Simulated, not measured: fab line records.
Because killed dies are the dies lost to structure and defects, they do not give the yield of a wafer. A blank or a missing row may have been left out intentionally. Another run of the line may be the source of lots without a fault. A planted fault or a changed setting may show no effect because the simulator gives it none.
The tool behind it: which one? | flow gf180mcu | 30 wafers from 10 lots sampled at 6 of the route's 602 steps

## WHAT THE GAUGES SHOWED, per wafer
GF_M3_RS_MEAS_05: a four-point-probe measurement.
lot  | measured     | on            | M3_ALCU_RS (ohm/sq)
L219 | day 21 00:04 | film-metro-01 | 0.0698 0.0696 0.0697
L218 | day 21 01:11 | film-metro-03 | 0.0699 0.0685 0.0691
L222 | day 22 17:00 | film-metro-02 | 0.0694 0.0693 0.0695
L223 | day 23 05:53 | film-metro-03 | 0.0701 0.0692 0.0705
L226 | day 23 23:29 | film-metro-02 | 0.0703 0.0712 0.0712
L231 | day 25 06:39 | film-metro-03 | 0.0700 0.0696 0.0694
L233 | day 26 01:22 | film-metro-02 | 0.0505 0.0695 0.0506
L235 | day 26 15:17 | film-metro-02 | 0.0706 0.0705 0.0708
L236 | day 26 18:39 | film-metro-01 | 0.0702 0.0698 0.0693
L238 | day 27 07:11 | film-metro-03 | 0.0694 0.0695 0.0692

GF_M3_THK_MEAS_06: measures by xrf.
lot  | measured     | on            | M3_ALCU_THK (nm)
L219 | day 21 00:10 | film-metro-01 | 448 448 450
L218 | day 21 01:18 | film-metro-03 | 451 463 460
L222 | day 22 17:07 | film-metro-02 | 451 456 454
L223 | day 23 05:59 | film-metro-03 | 449 453 448
L226 | day 23 23:36 | film-metro-02 | 447 442 441
L231 | day 25 06:45 | film-metro-03 | 452 456 458
L233 | day 26 01:29 | film-metro-02 | 623 454 621
L235 | day 26 15:23 | film-metro-02 | 446 446 443
L236 | day 26 18:46 | film-metro-01 | 447 449 452
L238 | day 27 07:17 | film-metro-03 | 454 452 456

## TOOL THAT RAN EACH LOT (tool first, then ch and the chambers of the sampled wafers, then the start)
lot  | GF_V2_CMP_26                  | GF_M3_SPUTTER_00             | GF_M3_SPUTTER_02             | GF_M3_SPUTTER_04
L219 | cmp-02 ch 2,3, day 20 23:30   | pvd-sputter-01, day 20 23:48 | pvd-sputter-01, day 20 23:56 | pvd-sputter-01, day 20 23:59
L218 | cmp-02 ch 1,2,3, day 21 00:46 | pvd-sputter-01, day 21 00:58 | pvd-sputter-01, day 21 01:05 | pvd-sputter-01, day 21 01:08
L222 | cmp-02 ch 0,2, day 22 16:32   | pvd-sputter-02, day 22 16:47 | pvd-sputter-02, day 22 16:55 | pvd-sputter-02, day 22 16:58
L223 | cmp-01 ch 0,2,3, day 23 05:25 | pvd-sputter-02, day 23 05:37 | pvd-sputter-02, day 23 05:45 | pvd-sputter-02, day 23 05:48
L226 | cmp-02 ch 0,1,3, day 23 23:00 | pvd-sputter-04, day 23 23:15 | pvd-sputter-04, day 23 23:23 | pvd-sputter-04, day 23 23:26
L231 | cmp-01 ch 0,1,3, day 25 06:08 | pvd-sputter-02, day 25 06:23 | pvd-sputter-02, day 25 06:31 | pvd-sputter-02, day 25 06:35
L233 | cmp-02 ch 0,1, day 26 00:51   | pvd-sputter-02, day 26 01:09 | pvd-sputter-02, day 26 01:17 | pvd-sputter-02, day 26 01:20
L235 | cmp-01 ch 0,1,2, day 26 14:49 | pvd-sputter-01, day 26 15:01 | pvd-sputter-01, day 26 15:09 | pvd-sputter-01, day 26 15:12
L236 | cmp-02 ch 2,3, day 26 18:07   | pvd-sputter-04, day 26 18:25 | pvd-sputter-04, day 26 18:32 | pvd-sputter-04, day 26 18:35
L238 | cmp-02 ch 0,3, day 27 06:38   | pvd-sputter-01, day 27 06:56 | pvd-sputter-01, day 27 07:04 | pvd-sputter-01, day 27 07:07
- GF_V2_CMP_26: polishes, stops on SiO2, t overpolish 15 s, target thk 0 nm.
- GF_M3_SPUTTER_00: material Ti, target thk 37.5 nm, time 150 s.
- GF_M3_SPUTTER_02: material AlCu, target thk 450 nm, time 23.9 s.
- GF_M3_SPUTTER_04: material TiN, target thk 50 nm, time 41.7 s.

## WHAT THE TOOLS THEMSELVES READ (means of the sampled wafers that have a number; where no wafer has one, the mark that the record gives instead)
GF_V2_CMP_26.
lot  | tool   | motor-current-A (A) | overpolish-run-s (s) | retaining-ring-pressure-frac | time-to-endpoint-s (s)
L219 | cmp-02 | 11.1                | 14.997               | 0.997                        | 80
L218 | cmp-02 | 11.6                | 15.001               | 1.001                        | 82
L222 | cmp-02 | 11.6                | 15.002               | 1.001                        | 82
L223 | cmp-01 | 10.6                | 14.996               | 1.001                        | 80
L226 | cmp-02 | 12.1                | 15.005               | 0.995                        | 84
L231 | cmp-01 | 10.7                | 14.998               | 0.997                        | 79
L233 | cmp-02 | 12.0                | 14.998               | 0.995                        | 85
L235 | cmp-01 | 11.4                | 15.011               | 0.996                        | 82
L236 | cmp-02 | 11.3                | 14.998               | 1.002                        | 84
L238 | cmp-02 | 11.6                | 14.999               | 0.999                        | 81

GF_M3_SPUTTER_00.
lot  | tool           | cathode-dc-power-W (W) | throttle-valve-pct (%)
L219 | pvd-sputter-01 | 4000.5                 | 29.3
L218 | pvd-sputter-01 | 3999.5                 | 29.2
L222 | pvd-sputter-02 | 4000.0                 | 30.2
L223 | pvd-sputter-02 | 4000.3                 | 29.1
L226 | pvd-sputter-04 | 3999.5                 | 31.1
L231 | pvd-sputter-02 | 3999.6                 | 29.9
L233 | pvd-sputter-02 | 3999.5                 | 30.6
L235 | pvd-sputter-01 | 3999.6                 | 29.9
L236 | pvd-sputter-04 | 3999.9                 | 30.4
L238 | pvd-sputter-01 | 4000.1                 | 29.3

GF_M3_SPUTTER_02.
lot  | tool           | cathode-dc-power-W (W) | throttle-valve-pct (%)
L219 | pvd-sputter-01 | 10600                  | 29.4
L218 | pvd-sputter-01 | 10601                  | 29.4
L222 | pvd-sputter-02 | 10601                  | 30.2
L223 | pvd-sputter-02 | 10598                  | 29.1
L226 | pvd-sputter-04 | 10602                  | 31.2
L231 | pvd-sputter-02 | 10598                  | 30.0
L233 | pvd-sputter-02 | 10602                  | 30.5
L235 | pvd-sputter-01 | 10601                  | 29.7
L236 | pvd-sputter-04 | 10601                  | 30.6
L238 | pvd-sputter-01 | 10601                  | 29.2

GF_M3_SPUTTER_04.
lot  | tool           | cathode-dc-power-W (W) | throttle-valve-pct (%)
L219 | pvd-sputter-01 | 6499.2                 | 29.2
L218 | pvd-sputter-01 | 6499.4                 | 29.4
L222 | pvd-sputter-02 | 6500.1                 | 30.1
L223 | pvd-sputter-02 | 6500.5                 | 29.2
L226 | pvd-sputter-04 | 6500.1                 | 31.1
L231 | pvd-sputter-02 | 6500.8                 | 30.0
L233 | pvd-sputter-02 | 6500.8                 | 30.4
L235 | pvd-sputter-01 | 6500.6                 | 29.8
L236 | pvd-sputter-04 | 6500.3                 | 30.5
L238 | pvd-sputter-01 | 6500.2                 | 29.4

## THE ANSWER, worked out from the rows above alone
Rule: the usual values come from the lots themselves. Put in order of their means at a reading, lots are off if they are a third of the lots or fewer, leave a main group of 4 or more, and stand apart from it by a gap of 3 or more times the standard deviation of the main group's means; of several such gaps the widest counts. A main group is skipped when, at the precision printed for the reading in the tables above, its means are all equal. Also off: a lot with no number at a reading for which 4 or more lots have one. The other lots that the step has rows for count as sound. After the gauges, taken in route order, come the tools' own readings; for these a lot's mean is taken, as printed above. At the first step where some lot is off, the reading lying furthest off is the one used; lots without a number count as furthest.
Off: L233, seen at GF_M3_RS_MEAS_05 (M3_ALCU_RS). The main group has a mean of 0.0698 ohm/sq with a standard deviation of 0.00055.
A tool fits if, at a process step before that reading, it ran every lot that is off, and no sound lot after the first of them. The gauges at GF_M3_RS_MEAS_05 are tried like those tools. One fits: GF_M3_SPUTTER_00 and GF_M3_SPUTTER_02 and GF_M3_SPUTTER_04 on pvd-sputter-02. At GF_M3_SPUTTER_00 its last sound lot is L231 (day 25 06:23), its first lot that is off L233 (day 26 01:09): a fault that began between those two fits.

## WHAT HAD BEEN PUT IN BY THE SIMULATOR
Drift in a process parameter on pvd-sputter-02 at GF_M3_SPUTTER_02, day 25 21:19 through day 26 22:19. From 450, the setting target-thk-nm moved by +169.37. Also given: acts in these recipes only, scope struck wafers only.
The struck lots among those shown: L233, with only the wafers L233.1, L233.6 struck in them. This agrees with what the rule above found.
